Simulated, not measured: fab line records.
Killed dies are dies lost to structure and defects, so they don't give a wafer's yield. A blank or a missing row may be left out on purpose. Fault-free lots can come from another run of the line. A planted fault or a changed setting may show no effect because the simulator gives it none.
Comparing a struck lot with a sound one || flow sky130 || 33 out of 708 route steps
Sound: these wafers, L874.2, L874.4, L874.6. Struck: wafers L888.3, L888.5 (left out: L888.4, a lot-mate that was not struck); the cause follows at the end.
Order at every step that has rows: each side's tool, ch and its chambers, its first start. Under that, the readings that differ: sound wafers || struck wafers || difference of the means || sigmas: that difference in standard deviations of wafers without a fault.
alike: a reading whose means differ by less than 2 such deviations, as well as words and numbers matching on both sides. not compared: withheld readings; readings where some wafer has no value; bounds like >300 that might hide an equal value; numbers whose values overlap and for which the record gives no deviation.
Wherever a step has rows on one side only, a row that says differs or no value, or a row with sigmas, the two part there. When numbers do not overlap yet have no deviation, they are printed without sigmas and do not part them. Lack of a reading on every wafer of one side parts them only where that side has two or more wafers.

first, 4 steps without rows for these wafers: SKY_LOCAL_INTERCONNECT_SOFTBAKE_07 (time 90 s); SKY_LOCAL_INTERCONNECT_EXPOSE_08 (exposes mask LI1M, target cd 170 nm); SKY_LOCAL_INTERCONNECT_PEB_09; SKY_LOCAL_INTERCONNECT_DEVELOP_10 (develop time 60 s).
SKY_LOCAL_INTERCONNECT_CD_MEAS_11: target cd 170 nm.
  sound: cdSem-01 at day 31 05:20; struck: cdSem-01 at day 35 21:55
  alike: cdNm
SKY_LOCAL_INTERCONNECT_OVL_MEAS_12:
  sound: overlay-02 at day 31 05:26; struck: overlay-01 at day 35 22:00
  alike: LOCAL_INTERCONNECT_OVL
SKY_LOCAL_INTERCONNECT_ETCH_13: etches BARC in N2/H2, stops on SiO2, time 45.9 s, target depth 60 nm.
  sound on rieMetal-02 ch 1, day 31 05:28; struck on rieMetal-04 ch 0,1, day 35 22:03
  alike: biasW, drypumpMotorCurrentA, oesProductAu, rfFwdPowerW, throttleValvePct
  not compared: rfHoursCounterH
SKY_LOCAL_INTERCONNECT_METAL_ETCH_14: etches TiN in Cl2/BCl3, stops on PSG, target depth 110 nm, time 31.4 s.
  sound on rieMetal-02 ch 1, day 31 05:32; struck on rieMetal-04 ch 0,1, day 35 22:07
  alike: biasW, drypumpMotorCurrentA, oesProductAu, rfFwdPowerW, throttleValvePct
  not compared: rfHoursCounterH
SKY_LOCAL_INTERCONNECT_STRIP_15: strips in O2/N2.
  sound on plasmaAsher-02 ch 1, day 31 05:35; struck on plasmaAsher-01 ch 1, day 35 22:10
  alike: drypumpMotorCurrentA, oesProductAu, stripTimeToEndpointS
  not compared: rfHoursCounterH
then, 3 steps without rows for these wafers: SKY_LOCAL_INTERCONNECT_STRIP_16 (strips in post etch residue remover, time 1200 s); SKY_LOCAL_INTERCONNECT_CLEAN_17 (cleans in IPA, time 180 s); SKY_LOCAL_INTERCONNECT_CLEAN_18 (cleans in O3/DIW).
SKY_CONTACT_CVD_00: deposits Si3N4, target thk 75 nm.
  sound on pecvd-03 ch 0,2, day 31 06:11; struck on pecvd-03 ch 0, day 35 22:44
{"reading": "rfFwdPowerW (W)", "sound": "438.1 443.8 440.5", "struck": "- -", "difference": "no value on the struck wafers", "sigmas": ""}
{"reading": "model.Si3N4_of_CONTACT_CVD_00.thkNm (nm)", "sound": "75.95 77.46 76.71", "struck": "24.12 23.58", "difference": -52.86, "sigmas": ""}
  alike: heaterPowerW
SKY_CONTACT_THK_MEAS_01:
  sound: filmMetro-04 at day 31 06:14; struck: filmMetro-02 at day 35 22:47
{"reading": "CONTACT_CVD_00_THK (nm)", "sound": "76.0 77.5 76.7", "struck": "24.1 23.6", "difference": -52.9, "sigmas": -53}
then, 1 step without rows for these wafers: SKY_CONTACT_HDPCVD_02 (deposits SiO2, target thk 565 nm, time 94.2 s).
SKY_CONTACT_THK_MEAS_03:
  sound: filmMetro-01 at day 31 06:22; struck: filmMetro-04 at day 35 22:55
  alike: CONTACT_HDPCVD_THK
SKY_CONTACT_CMP_04: polishes SiO2.
  sound on cmp-02 ch 0,1,2, day 31 06:25; struck on cmp-01 ch 3, day 35 22:58
{"reading": "motorCurrentA (A)", "sound": "9.7 13.0 11.1", "struck": "14.8 15.0", "difference": "+3.6", "sigmas": "+2"}
  alike: slurryFilterDpKPa
SKY_CONTACT_BOW_MEAS_05:
  sound: filmMetro-04 at day 31 06:44; struck: filmMetro-04 at day 35 23:18
{"reading": "CONTACT_BOW (um)", "sound": "82 76 81", "struck": "95 92", "difference": "+14", "sigmas": "+2"}
then, 8 steps without rows for these wafers: SKY_CONTACT_DEHYDRATE_06 (time 60 s); SKY_CONTACT_HMDS_07 (prime time 60 s); SKY_CONTACT_COAT_08 (resist thk 60 nm); SKY_CONTACT_COAT_09 (resist thk 450 nm); SKY_CONTACT_SOFTBAKE_10 (time 90 s); SKY_CONTACT_EXPOSE_11 (exposes mask CTM1, target cd 170 nm); SKY_CONTACT_PEB_12; SKY_CONTACT_DEVELOP_13 (develop time 60 s).
SKY_CONTACT_CD_MEAS_14: target cd 170 nm.
  sound: cdSem-02 at day 32 10:53; struck: cdSem-02 at day 37 01:58
  alike: cdNm
SKY_CONTACT_OVL_MEAS_15:
  sound: overlay-02 at day 32 10:59; struck: overlay-02 at day 37 02:03
  alike: CONTACT_OVL
then, 1 step without rows for these wafers: SKY_CONTACT_ETCH_16 (etches BARC in N2/H2, stops on SiO2, time 45.9 s, target depth 60 nm).
SKY_CONTACT_ETCH_17: etches SiO2 in C4F8/O2/Ar, stops on Si3N4, target depth 340 nm.
  sound on rieDiel-02 ch 0,1, day 32 11:04; struck on rieDiel-01 ch 0,3, day 37 02:07
{"reading": "oesProductAu (a.u.)", "sound": "0.902 0.896 0.902", "struck": "0.890 0.891", "difference": -0.009, "sigmas": -2}
  alike: biasW, rfFwdPowerW
SKY_CONTACT_ETCH_18: etches Si3N4 in CHF3/O2, stops on TiN, time 39 s, target depth 75 nm.
  sound: rieDiel-02 ch 0,1; struck: rieDiel-01 ch 0,3
{"reading": "oesProductAu (a.u.)", "sound": "0.862 0.863 0.863", "struck": "0.533 0.534", "difference": -0.329, "sigmas": -43}
{"reading": "throttleValvePct (%)", "sound": "8.785 8.812 8.779", "struck": "8.703 8.724", "difference": -0.079, "sigmas": -8}
{"reading": "model.etch.depthNm (nm)", "sound": "75.95 77.46 76.71", "struck": "24.12 23.58", "difference": -52.86, "sigmas": ""}
  alike: biasW, drypumpMotorCurrentA, rfFwdPowerW
  not compared: rfHoursCounterH
then, 2 steps without rows for these wafers: SKY_CONTACT_STRIP_19 (strips in O2/N2); SKY_PAD_OPEN_PROBE_99.

== WHERE THEY PART ==
Last at SKY_CONTACT_ETCH_18 as far as this record goes, first at SKY_CONTACT_CVD_00.

WHY: what the simulator had put in
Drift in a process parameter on pecvd-03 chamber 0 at SKY_CONTACT_CVD_00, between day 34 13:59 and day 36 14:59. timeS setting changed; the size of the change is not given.
